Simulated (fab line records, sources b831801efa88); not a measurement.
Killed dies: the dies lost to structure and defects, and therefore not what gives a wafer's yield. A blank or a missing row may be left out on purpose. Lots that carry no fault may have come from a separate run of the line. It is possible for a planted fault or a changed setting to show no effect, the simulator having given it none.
Comparing a struck lot with a sound one | flow sky130 | 18 steps out of a route of 708
Sound: these wafers, L320.1, L320.2, L320.6. The struck wafers were L333.2, L333.3, L333.4. The cause is given at the end.
Order at every step that has rows: each side's tool, ch and its chambers, its first start. Under that, the readings that differ: sound wafers | struck wafers | difference of the means | sigmas: that difference in standard deviations of wafers without a fault.
alike: words and numbers the same on both sides, and readings whose means are apart by under 2 such deviations; not compared: readings that were withheld, readings missing a value for some wafer, numbers with overlapping values and no deviation given by the record, and bounds like >300 which may hide the same value.
Wherever a step has rows on one side only, a row that says differs or no value, or a row with sigmas, the two part there. Non-overlapping numbers with no deviation appear without sigmas and do not part them. A reading that every wafer of one side lacks parts them only if that side has two wafers or more.

SKY_FIELD_ISO_BOW_MEAS_00:
  sound on filmMetro-01 at day 3 02:00; struck on filmMetro-03 at day 5 19:01
  alike: INCOMING_BOW
then, 1 step without rows for these wafers: SKY_FIELD_ISO_OXIDATION_01 (stabilise 600 s, purge 300 s, target thk 12 nm).
SKY_FIELD_ISO_THK_MEAS_02:
  sound on filmMetro-02 at day 3 04:33; struck on filmMetro-02 at day 5 22:54
  alike: FIELD_ISO_OXIDATION_00_THK
then, 1 step without rows for these wafers: SKY_FIELD_ISO_CVD_03 (deposits Si3N4 from DCS/NH3, target thk 165 nm, time 2758 s).
SKY_FIELD_ISO_THK_MEAS_04:
  sound on filmMetro-03 at day 3 06:24; struck on filmMetro-01 at day 6 01:42
reading                   | sound             | struck            | difference | sigmas
FIELD_ISO_CVD_03_THK (nm) | 158.8 157.4 159.0 | 162.7 164.4 163.8 | +5.2       | +3
then, 3 steps without rows for these wafers: SKY_FIELD_ISO_DEHYDRATE_05 (time 60 s); SKY_FIELD_ISO_HMDS_06 (prime time 60 s); SKY_FIELD_ISO_COAT_07 (resist thk 60 nm).
SKY_FIELD_ISO_COAT_08: resist thk 450 nm.
  sound on lithoTrack-03 ch 0, day 3 14:00; struck on lithoTrack-03 ch 0, day 6 11:00
reading                                         | sound             | struck            | difference | sigmas
model.KrF-thick_of_FIELD_ISO_COAT_08.thkNm (nm) | 449.9 449.1 449.8 | 437.3 438.6 438.4 | -11.5      | 
then, 4 steps without rows for these wafers: SKY_FIELD_ISO_SOFTBAKE_09 (time 90 s); SKY_FIELD_ISO_EXPOSE_10 (exposes mask FOM, target cd 150 nm); SKY_FIELD_ISO_PEB_11; SKY_FIELD_ISO_DEVELOP_12 (develop time 60 s).
SKY_FIELD_ISO_CD_MEAS_13: the cd target is 150 nm.
  sound on cdSem-01 at day 3 22:38; struck on cdSem-02 at day 6 20:34
  alike: cdNm
SKY_FIELD_ISO_ETCH_14: etches BARC in N2/H2, stops on SiO2, time 45.9 s, target depth 60 nm.
  sound on rieDiel-04 ch 0,1,2, day 3 22:46; struck on rieDiel-02 ch 1,2,3, day 6 20:40
  alike: drypumpMotorCurrentA, n2FlowSccm, oesProductAu, throttleValvePct
  not compared: rfHoursCounterH
SKY_FIELD_ISO_ETCH_15: etches the open film in CHF3/O2, stops on Si, target depth 180 nm, time 72 s.
  sound on rieDiel-04 ch 0,1,2, day 3 22:48; struck on rieDiel-02 ch 1,2,3, day 6 20:42
reading                                         | sound             | struck            | difference | sigmas
oesProductAu (a.u.)                             | 0.929 0.926 0.928 | 0.945 0.939 0.943 | +0.015     | +2
model.KrF-thick_of_FIELD_ISO_COAT_08.thkNm (nm) | 239.1 234.8 235.6 | 223.4 222.3 225.7 | -12.7      | 
  alike: drypumpMotorCurrentA, throttleValvePct
  not compared: rfHoursCounterH
SKY_FIELD_ISO_STRIP_16: strips in O2/N2.
  sound on plasmaAsher-02 ch 0,1, day 3 22:52; struck on plasmaAsher-01 ch 0,1, day 6 20:46
reading                  | sound          | struck         | difference | sigmas
stripTimeToEndpointS (s) | 3.57 3.52 3.54 | 3.42 3.40 3.44 | -0.12      | -4
  alike: drypumpMotorCurrentA, n2FlowSccm, oesProductAu
  not compared: rfHoursCounterH
SKY_FIELD_ISO_ETCH_17: etches Si in HBr/Cl2/O2, target depth 342 nm, time 97.7 s.
  sound on rieSi-01 ch 0,3, day 3 22:58; struck on rieSi-02 ch 0,1,3, day 6 20:52
  alike: drypumpMotorCurrentA, heBacksideLeakSccm, oesProductAu, throttleValvePct
  not compared: rfHoursCounterH

## WHERE THEY PART
Last at SKY_FIELD_ISO_STRIP_16 as far as this record goes, first at SKY_FIELD_ISO_THK_MEAS_04. Later steps at which nothing parts them and some readings are alike: SKY_FIELD_ISO_ETCH_17.

WHY: the cause the simulator had injected
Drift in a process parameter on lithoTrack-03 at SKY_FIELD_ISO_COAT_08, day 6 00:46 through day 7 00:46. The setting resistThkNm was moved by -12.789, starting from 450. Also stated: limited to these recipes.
